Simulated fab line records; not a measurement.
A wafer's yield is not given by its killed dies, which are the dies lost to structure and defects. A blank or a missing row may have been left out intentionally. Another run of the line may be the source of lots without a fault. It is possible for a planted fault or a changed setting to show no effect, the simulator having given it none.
Comparing a struck lot with a sound one    flow gf180mcu    28 steps out of a route of 602
Sound: wafers L622.1, L622.3, L622.4. Wafers L632.1, L632.2, L632.4 were the ones struck. The cause is named last.
Per side, at each step with rows, come the tool, then ch with its chambers, and then its first start. Under that, the readings that differ: sound wafers    struck wafers    difference of the means    sigmas: that difference in standard deviations of wafers without a fault.
alike: readings whose means differ by less than 2 such deviations, and words and numbers that are the same on both sides. not compared: withheld readings, readings that some wafer has no value for, bounds like >300 that may hide the same value, and numbers for which the record gives no deviation and whose values overlap.
The two part at a step that has a row with sigmas, a row that says differs or no value, or rows on one side only. Non-overlapping numbers with no deviation appear without sigmas and do not part them. A reading that every wafer of one side lacks parts them only if that side has two wafers or more.

GF_V5_ETCH_17: etches SiO2 in C4F8/O2/Ar, stops on TiN, target depth 855 nm.
  sound on rie diel-02 ch 0,1,3; struck on rie diel-02 ch 0,1,3
  alike: bias w, oes product au
then, 5 steps without rows for these wafers: GF_V5_STRIP_18 (strips in O2/N2); GF_V5_STRIP_19 (strips in post etch residue remover, time 1200 s); GF_V5_CLEAN_20 (cleans in DIW); GF_V5_SPUTTER_21 (material Ti, target thk 15 nm, time 80.02 s); GF_V5_SPUTTER_22 (material TiN, target thk 10 nm, time 40 s).
GF_V5_CVD_23: deposits W, target thk 350 nm, time 104.9 s.
  sound on cvd w-01 ch 0,1, day 30 13:13; struck on cvd w-01 ch 0,1, day 32 23:35
  alike: chamber pressure Torr, heater power w
GF_V5_RS_MEAS_24: measurement is done with a four-point probe.
  sound on film metro-03 at day 30 13:19; struck on film metro-04 at day 32 23:41
  alike: V5_W_RS
GF_V5_THK_MEAS_25: measures by xrf.
  sound on film metro-03 at day 30 13:26; struck on film metro-04 at day 32 23:49
  alike: V5_W_THK
then, 1 step without rows for these wafers: GF_V5_CMP_26 (polishes, stops on SiO2, t overpolish 15 s, target thk 0 nm).
GF_TOP_METAL_SPUTTER_00: material Ti, target thk 37.5 nm, time 150 s.
  sound on pvd sputter-03 at day 30 13:48; struck on pvd sputter-02 at day 33 00:10
  alike: cathode dc power W, chamber pressure pa, throttle valve pct
GF_TOP_METAL_SPUTTER_01: material TiN, target thk 30 nm, time 25 s.
  sound on pvd sputter-03 at day 30 13:54; struck on pvd sputter-02 at day 33 00:16
  alike: cathode dc power W, chamber pressure pa, throttle valve pct
GF_TOP_METAL_SPUTTER_02: material AlCu, target thk 900 nm, time 47.82 s.
  sound on pvd sputter-03 at day 30 13:56; struck on pvd sputter-02 at day 33 00:19
  no value came back on the struck wafers for cathode dc power W (W), chamber pressure pa (Pa), throttle valve pct (%); on the sound wafers cathode dc power W (W) reads 10604 10602 10602
then, 2 steps without rows for these wafers: GF_TOP_METAL_SPUTTER_03 (material Ti, target thk 5 nm, time 3.3 s); GF_TOP_METAL_SPUTTER_04 (material TiN, target thk 25 nm, time 20.34 s).
GF_TOP_METAL_RS_MEAS_05: measurement is done with a four-point probe.
  sound on film metro-01 at day 30 14:01; struck on film metro-02 at day 33 00:24
reading                     sound                 struck                difference  sigmas
TOP_METAL_ALCU_RS (ohm/sq)  0.0333 0.0331 0.0330  9.6717 9.6679 9.6995  +9.6466     +99 or more
GF_TOP_METAL_THK_MEAS_06: measures by xrf.
  sound on film metro-01 at day 30 14:08; struck on film metro-02 at day 33 00:31
reading                  sound        struck    difference  sigmas
TOP_METAL_ALCU_THK (nm)  874 887 888  <0 <0 <0  differs     
then, 7 steps without rows for these wafers: GF_TOP_METAL_DEHYDRATE_07 (time 60 s); GF_TOP_METAL_HMDS_08 (prime time 60 s); GF_TOP_METAL_COAT_09 (resist thk 1500 nm); GF_TOP_METAL_SOFTBAKE_10 (time 60 s); GF_TOP_METAL_EXPOSE_11 (exposes mask MetalTop, target cd 440 nm); GF_TOP_METAL_PEB_12; GF_TOP_METAL_DEVELOP_13 (develop time 60 s).
GF_TOP_METAL_CD_MEAS_14: the cd target is 440 nm.
  sound on cd sem-02 at day 31 07:29; struck on cd sem-01 at day 33 15:56
  alike: cd nm
GF_TOP_METAL_OVL_MEAS_15:
  sound on overlay-01 at day 31 07:38; struck on overlay-02 at day 33 16:04
  alike: TOP_METAL_OVL
GF_TOP_METAL_METAL_ETCH_16: etches the open film in Cl2/BCl3, stops on SiO2, target depth 1077.5 nm, time 179.6 s.
  sound on rie metal-03 ch 0,1, day 31 07:40; struck on rie metal-01 ch 0,1, day 33 16:06
reading                 sound                 struck                difference  sigmas
oes product au (a.u.)   0.960 0.964 0.961     0.989 0.989 0.979     +0.024      +4
throttle valve pct (%)  28.266 28.255 28.261  28.243 28.232 28.232  -0.025      -2
  alike: bias w, drypump motor current A
  not compared: rf hours counter h
GF_TOP_METAL_STRIP_17: strips in O2/N2.
  sound on plasma asher-01 ch 0,1, day 31 07:50; struck on plasma asher-02 ch 0,1, day 33 16:16
reading                       sound              struck             difference  sigmas
strip time to endpoint s (s)  13.37 13.36 13.45  13.57 13.57 13.58  +0.18       +3
  alike: drypump motor current A, heater power w, oes product au
  not compared: rf hours counter h

== WHERE THEY PART ==
Earliest at GF_TOP_METAL_SPUTTER_02; latest, in this record, at GF_TOP_METAL_STRIP_17.

WHY: what had been put in by the simulator
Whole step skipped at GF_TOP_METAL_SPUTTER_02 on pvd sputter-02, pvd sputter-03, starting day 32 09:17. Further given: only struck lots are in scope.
